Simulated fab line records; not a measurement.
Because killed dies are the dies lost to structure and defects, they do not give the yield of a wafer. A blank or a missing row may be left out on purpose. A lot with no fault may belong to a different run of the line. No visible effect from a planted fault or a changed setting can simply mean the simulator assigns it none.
The tool behind it: which one? + flow sky130 + 13 lots with 39 wafers sampled at 2 steps, on a route of 708 steps

== WHAT THE GAUGES SHOWED, per wafer ==
SKY_PWDE_OVL_MEAS_07.
| lot  | measured    | on         | PWDE_OVL (nm)  |
|------|-------------|------------|----------------|
| L414 | day 4 06:21 | overlay-01 | -1.7 -1.2 -1.8 |
| L413 | day 4 06:27 | overlay-02 | -0.2 0.8 0.6   |
| L415 | day 4 12:49 | overlay-01 | -0.3 -1.0 -0.1 |
| L416 | day 4 18:21 | overlay-01 | -2.1 -2.2 -2.9 |
| L418 | day 5 09:33 | overlay-02 | 0.9 -1.9 -0.1  |
| L426 | day 7 05:53 | overlay-01 | -0.5 2.3 2.7   |
| L427 | day 7 07:37 | overlay-02 | 2.2 0.7 0.4    |
| L428 | day 7 15:06 | overlay-02 | -0.1 0.8 0.8   |
| L429 | day 7 19:18 | overlay-02 | -1.2 -0.4 -2.2 |
| L430 | day 8 00:04 | overlay-02 | 0.3 -0.9 0.0   |
| L431 | day 8 06:14 | overlay-02 | 0.7 -0.6 2.0   |
| L433 | day 8 21:23 | overlay-02 | 1.5 2.8 0.4    |
| L434 | day 9 00:23 | overlay-02 | -1.4 -1.3 1.3  |

SKY_VT_ADJUST_HVTP_TW_MEAS_11.
| lot  | measured     | on            | VT_ADJUST_HVTP_TW |
|------|--------------|---------------|-------------------|
| L414 | day 6 14:04  | film-metro-03 | 1350 1360 1344    |
| L413 | day 6 14:13  | film-metro-04 | 1363 1359 1354    |
| L415 | day 6 21:16  | film-metro-03 | 1352 1354 1357    |
| L416 | day 7 03:50  | film-metro-03 | 1353 1352 1348    |
| L418 | day 7 21:02  | film-metro-02 | 1343 1350 1357    |
| L426 | day 9 23:10  | film-metro-02 | 1353 1352 1357    |
| L427 | day 10 00:46 | film-metro-02 | 1353 1342 1354    |
| L428 | day 10 09:16 | film-metro-02 | 1343 1345 1347    |
| L429 | day 10 13:58 | film-metro-04 | 1336 1337 1339    |
| L430 | day 10 18:16 | film-metro-04 | 1352 1336 1349    |
| L431 | day 11 02:17 | film-metro-02 | 1352 1350 1350    |
| L433 | day 11 19:16 | film-metro-02 | 1345 1344 1352    |
| L434 | day 11 23:18 | film-metro-02 | 1348 1344 1349    |

== EACH LOT AND THE TOOL THAT RAN IT (in order: tool; ch and the chambers of the sampled wafers; start) ==
There is no process step in the record ahead of these readings.

== AS READ BY THE TOOLS THEMSELVES (means over the sampled wafers that have a number; for cases with no such wafer, the mark the record gives instead) ==
The record holds no such reading with a usual standard deviation.

== THE ANSWER, worked out from the rows above alone ==
Rule: the usual values come from the lots themselves. Put in order of their means at a reading, lots are off if they are a third of the lots or fewer, leave a main group of 4 or more, and stand apart from it by a gap of 3 or more times the standard deviation of the main group's means; of several such gaps the widest counts. A main group whose means are all the same, to the digits that the tables above print for the reading, isn't used. A lot without any number at a reading at which 4 lots or more have one is off too. Where the step has rows for the other lots, those lots are counted as sound. Order of review: gauges by route order, followed by the tools' own readings, for which a lot's mean as printed above is used. The first step at which some lot is off is used, and at that step the reading that is off furthest; a lot without a number counts as furthest.
No lot is off on any of the readings shown, so nothing can be concluded from this.

== WHAT WAS PUT IN BY THE SIMULATOR ==
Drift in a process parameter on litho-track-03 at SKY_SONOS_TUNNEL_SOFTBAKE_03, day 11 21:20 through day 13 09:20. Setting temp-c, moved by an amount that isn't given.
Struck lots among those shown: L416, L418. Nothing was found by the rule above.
